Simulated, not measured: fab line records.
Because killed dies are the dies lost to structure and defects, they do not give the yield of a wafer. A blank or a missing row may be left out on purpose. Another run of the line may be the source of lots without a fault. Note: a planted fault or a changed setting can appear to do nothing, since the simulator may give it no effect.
Which tool was responsible? -- flow sky130 -- 36 wafers from 12 lots sampled at 5 of the route's 708 steps

WHAT THE GAUGES READ, wafer by wafer
SKY_VT_ADJUST_PCH_OVL_MEAS_07. Usual: VT_ADJUST_PCH_OVL -0.8 nm, standard deviation 1.2.
lot,measured,on,VT_ADJUST_PCH_OVL (nm),flag
L504,day 10 06:01,overlay-02,0.2 0.4 0.8,
L505,day 10 13:52,overlay-01,-1.7 0.3 -0.3,
L509,day 11 21:31,overlay-01,-2.3 -2.7 -3.3,
L512,day 13 01:39,overlay-02,-0.3 -0.5 -1.9,
L513,day 13 06:52,overlay-01,-1.3 -0.2 -0.7,
L514,day 13 13:43,overlay-01,0.2 -0.9 -0.6,
L515,day 13 23:01,overlay-02,-1.2 0.4 0.4,
L516,day 14 07:46,overlay-02,-1.3 0.2 0.1,
L517,day 14 11:37,overlay-02,-0.3 1.7 0.0,
L518,day 14 17:40,overlay-02,0.7 -0.9 0.5,
L525,day 17 02:43,overlay-01,-1.3 -2.0 -2.8,
L526,day 17 16:17,overlay-02,-1.6 -0.2 -0.4,

SKY_SONOS_ONO_THK_MEAS_03. Usual: SONOS_ONO_CVD_02_THK 10.54 nm, standard deviation 0.12.
lot,measured,on,SONOS_ONO_CVD_02_THK (nm),flag
L504,day 11 09:43,film-metro-04,10.50 10.38 10.57,
L505,day 11 17:34,film-metro-03,10.67 10.79 10.72,
L509,day 13 09:48,film-metro-03,10.54 10.54 10.42,
L512,day 14 11:59,film-metro-04,10.70 10.52 10.55,
L513,day 14 11:58,film-metro-03,10.55 10.38 10.34,
L514,day 15 02:15,film-metro-04,10.67 10.66 10.51,
L515,day 15 14:44,film-metro-01,10.63 10.56 10.58,
L516,day 15 14:44,film-metro-03,10.52 10.42 10.40,
L517,day 16 01:17,film-metro-03,10.39 10.49 10.64,
L518,day 16 01:17,film-metro-01,10.56 10.50 10.64,
L525,day 18 14:23,film-metro-03,9.85 9.83 9.81,OFF
L526,day 19 15:19,film-metro-04,9.84 9.88 9.84,OFF

EACH LOT AND THE TOOL THAT RAN IT (in order: tool; ch and the chambers of the sampled wafers; start)
lot,SKY_VT_ADJUST_LVTN_STRIP_09,SKY_VT_ADJUST_LVTN_STRIP_20,SKY_SONOS_ONO_CVD_02
L504,"plasma-asher-02 ch 0,1, day 6 18:51","plasma-asher-01 ch 0,1, day 7 14:24","lpcvd-02 ch 0, day 11 08:38"
L505,"plasma-asher-01 ch 0,1, day 7 02:29","plasma-asher-04 ch 0,1, day 7 20:53","lpcvd-02 ch 0, day 11 16:31"
L509,"plasma-asher-04 ch 0,1, day 8 03:06","plasma-asher-04 ch 0,1, day 9 00:20","lpcvd-02 ch 1, day 13 08:45"
L512,"plasma-asher-02 ch 0,1, day 9 03:10","plasma-asher-02 ch 0,1, day 10 01:56","lpcvd-02 ch 1, day 14 10:55"
L513,"plasma-asher-02 ch 0,1, day 9 08:19","plasma-asher-01 ch 0,1, day 10 06:00","lpcvd-02 ch 0, day 14 10:55"
L514,"plasma-asher-01 ch 0,1, day 9 13:58","plasma-asher-02 ch 0,1, day 10 13:13","lpcvd-02 ch 0, day 15 01:11"
L515,"plasma-asher-01 ch 0,1, day 9 22:01","plasma-asher-04 ch 0,1, day 10 20:13","lpcvd-02 ch 0, day 15 13:41"
L516,"plasma-asher-01 ch 0,1, day 10 05:10","plasma-asher-04 ch 1, day 11 05:10","lpcvd-02 ch 0, day 15 13:41"
L517,"plasma-asher-04 ch 0,1, day 10 09:52","plasma-asher-04 ch 0,1, day 11 08:39","lpcvd-02 ch 1, day 16 00:14"
L518,"plasma-asher-02 ch 0,1, day 10 14:56","plasma-asher-04 ch 1, day 11 15:06","lpcvd-02 ch 0, day 16 00:14"
L525,"plasma-asher-01 ch 0,1, day 12 19:35","plasma-asher-01 ch 0,1, day 13 20:35","lpcvd-02 ch 1, day 18 13:19"
L526,"plasma-asher-01 ch 0,1, day 13 06:25","plasma-asher-04 ch 0, day 14 07:41","lpcvd-02 ch 1, day 19 14:16"
- SKY_VT_ADJUST_LVTN_STRIP_09: strips in O2/N2.
- SKY_VT_ADJUST_LVTN_STRIP_20: strips in O2/N2.
- SKY_SONOS_ONO_CVD_02: deposits Si3N4 from DCS/NH3, target thk 10.5 nm, time 180 s.

WHAT THE TOOLS THEMSELVES READ (means of the sampled wafers that have a number; where no wafer has one, the mark that the record gives instead)
SKY_VT_ADJUST_LVTN_STRIP_09. Usual: drypump-motor-current-A 5.8 A, standard deviation 0.49; oes-product-au 0.722 a.u., standard deviation 0.0046; strip-time-to-endpoint-s 36.88 s, standard deviation 0.092.
lot,tool,drypump-motor-current-A (A),oes-product-au (a.u.),strip-time-to-endpoint-s (s),flag
L504,plasma-asher-02,5.8,0.724,36.78,
L505,plasma-asher-01,5.6,0.726,36.90,
L509,plasma-asher-04,5.8,0.721,36.87,
L512,plasma-asher-02,5.8,0.723,37.01,
L513,plasma-asher-02,5.8,0.720,37.01,
L514,plasma-asher-01,6.0,0.721,36.83,
L515,plasma-asher-01,5.7,0.720,36.87,
L516,plasma-asher-01,5.6,0.722,36.91,
L517,plasma-asher-04,5.8,0.723,36.95,
L518,plasma-asher-02,5.8,0.722,36.79,
L525,plasma-asher-01,5.6,0.725,36.81,
L526,plasma-asher-01,5.6,0.719,36.89,

SKY_VT_ADJUST_LVTN_STRIP_20. Usual: drypump-motor-current-A 5.9 A, standard deviation 0.56; oes-product-au 0.715 a.u., standard deviation 0.0052; strip-time-to-endpoint-s 14.17 s, standard deviation 0.042.
lot,tool,drypump-motor-current-A (A),oes-product-au (a.u.),strip-time-to-endpoint-s (s),flag
L504,plasma-asher-01,5.9,0.714,14.15,
L505,plasma-asher-04,6.2,0.718,14.16,
L509,plasma-asher-04,5.8,0.714,14.23,
L512,plasma-asher-02,5.8,0.714,14.18,
L513,plasma-asher-01,6.0,0.712,14.09,
L514,plasma-asher-02,5.8,0.713,14.14,
L515,plasma-asher-04,6.2,0.715,14.18,
L516,plasma-asher-04,6.6,0.716,14.24,
L517,plasma-asher-04,5.7,0.716,14.16,
L518,plasma-asher-04,6.6,0.714,14.13,
L525,plasma-asher-01,5.6,0.714,14.20,
L526,plasma-asher-04,5.3,0.712,14.20,

SKY_SONOS_ONO_CVD_02. Usual: zone-power-top-pct 27.2 %, standard deviation 1.9; zone-power-upper-pct 12.29 %, standard deviation 0.25.
lot,tool,zone-power-top-pct (%),zone-power-upper-pct (%),flag
L504,lpcvd-02,25.0,12.02,
L505,lpcvd-02,24.8,11.94,
L509,lpcvd-02,29.1,12.48,
L512,lpcvd-02,29.1,12.34,
L513,lpcvd-02,25.1,12.16,
L514,lpcvd-02,25.5,12.16,
L515,lpcvd-02,25.4,11.96,
L516,lpcvd-02,25.1,12.07,
L517,lpcvd-02,29.2,12.46,
L518,lpcvd-02,25.2,11.98,
L525,lpcvd-02,28.9,12.61,
L526,lpcvd-02,29.0,12.44,

THE ANSWER, worked out from the rows above alone
Rule: take the mean of a lot's wafers that have a number; if it is more than 3 standard deviations from the usual mean, the lot is off. Also off: a lot with no number at a reading for which 4 or more lots have one. Where the step has rows for the other lots, those lots are counted as sound. Order of review: gauges by route order, followed by the tools' own readings, for which a lot's mean as printed above is used. The first step at which some lot is off is used, and at that step the reading that is off furthest; a lot without a number counts as furthest.
Off: L525, L526, seen at SKY_SONOS_ONO_THK_MEAS_03 (SONOS_ONO_CVD_02_THK).
If a tool, at a process step before that reading, ran all the lots that are off and no sound lot after the first of them, it fits. The gauges at SKY_SONOS_ONO_THK_MEAS_03 are tried like those tools. Undecided on this evidence; 2 tools fit (plasma-asher-01 at SKY_VT_ADJUST_LVTN_STRIP_09, lpcvd-02 at SKY_SONOS_ONO_CVD_02).

WHAT THE SIMULATOR HAD PUT IN
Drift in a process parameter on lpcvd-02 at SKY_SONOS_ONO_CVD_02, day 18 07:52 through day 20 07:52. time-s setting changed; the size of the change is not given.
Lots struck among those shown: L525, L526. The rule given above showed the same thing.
